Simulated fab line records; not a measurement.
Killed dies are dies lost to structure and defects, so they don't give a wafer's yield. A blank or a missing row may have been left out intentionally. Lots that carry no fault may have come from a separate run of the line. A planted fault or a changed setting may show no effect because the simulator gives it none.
The same fault as seen by 2 desks    flow sfq line    numbers are kept per desk, each desk with only its own; the story behind them comes last

## THE TOOL OWNER'S DESK: pvd sputter-04
The tool's own readings at SFQ_TRILAYER_JJ_TRILAYER_DEP_SPUTTER_109 (material Nb, target thk 150 nm, time 100 s): means of the sampled wafers that have a number, for each lot that ran on this tool. A lot is out of limits, marked OUT, if its mean lies more than 4 standard deviations from the usual mean; the brackets give that distance.
Columns: A = cathode dc power W at SFQ_TRILAYER_JJ_TRILAYER_DEP_SPUTTER_109, usual 2000.0 W; B = throttle valve pct at SFQ_TRILAYER_JJ_TRILAYER_DEP_SPUTTER_109, usual 29.9 %
lot   first seen here  A                 B
L731  day 60 15:13     1999.7            29.5
L741  day 63 23:51     2019.4 (+53) OUT  29.4
Finding of this desk: L741 out of limits; the first was L741 at day 63 23:51, on cathode dc power W at SFQ_TRILAYER_JJ_TRILAYER_DEP_SPUTTER_109. In limits: L731.

## THE METROLOGY DESK
Means of the sampled wafers that have a number, per lot and without regard to the tool the lot ran on: this is what the gauges read. A lot is out of limits, marked OUT, if its mean lies more than 4 standard deviations from the usual mean; the brackets give that distance.
Columns: A = I4_OVL at SFQ_I4_OVL_MEAS_928, usual -3 nm; B = JJ_NB_RS at SFQ_JJ_RS_MEAS_929, usual 1.047 ohm/sq; C = J5_OVL at SFQ_JJ_OVL_MEAS_931, usual 2 nm; D = M5_OVL at SFQ_M5_OVL_MEAS_932, usual -4 nm; E = M8_BOW at SFQ_M8_BOW_MEAS_951, usual 8 um
lot   first seen here  A   B      C    D    E
L730  day 60 01:01     -3  1.041  6    -9   7
L731  day 60 14:14     -3  1.055  0    6    10
L741  day 63 22:52     6   1.045  -2   -4   5
L742  day 64 04:59     -8  1.059  11   -9   -4
L746  day 66 10:14     -3  1.038  -12  -10  24
This desk's finding: nothing out of limits on any of the 5 lots.

## PUT TOGETHER
At day 63 23:51, on L741, the tool owner's desk was in a position to raise an alarm.
Nothing out of limits was seen by the metrology desk.
The metrology desk has L741 on record, within its limits.
The lots listed all ran SFQ_TRILAYER_JJ_TRILAYER_DEP_SPUTTER_109 on pvd sputter-04.

## WHAT THE SIMULATOR PUT IN
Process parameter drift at SFQ_TRILAYER_JJ_TRILAYER_DEP_SPUTTER_109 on pvd sputter-04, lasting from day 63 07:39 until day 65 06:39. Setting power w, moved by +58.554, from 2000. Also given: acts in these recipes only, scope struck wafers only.
Shown lots that were struck: L741.
Delay in hours, fault start to first out-of-limits reading, by desk: the tool owner's desk at 16.
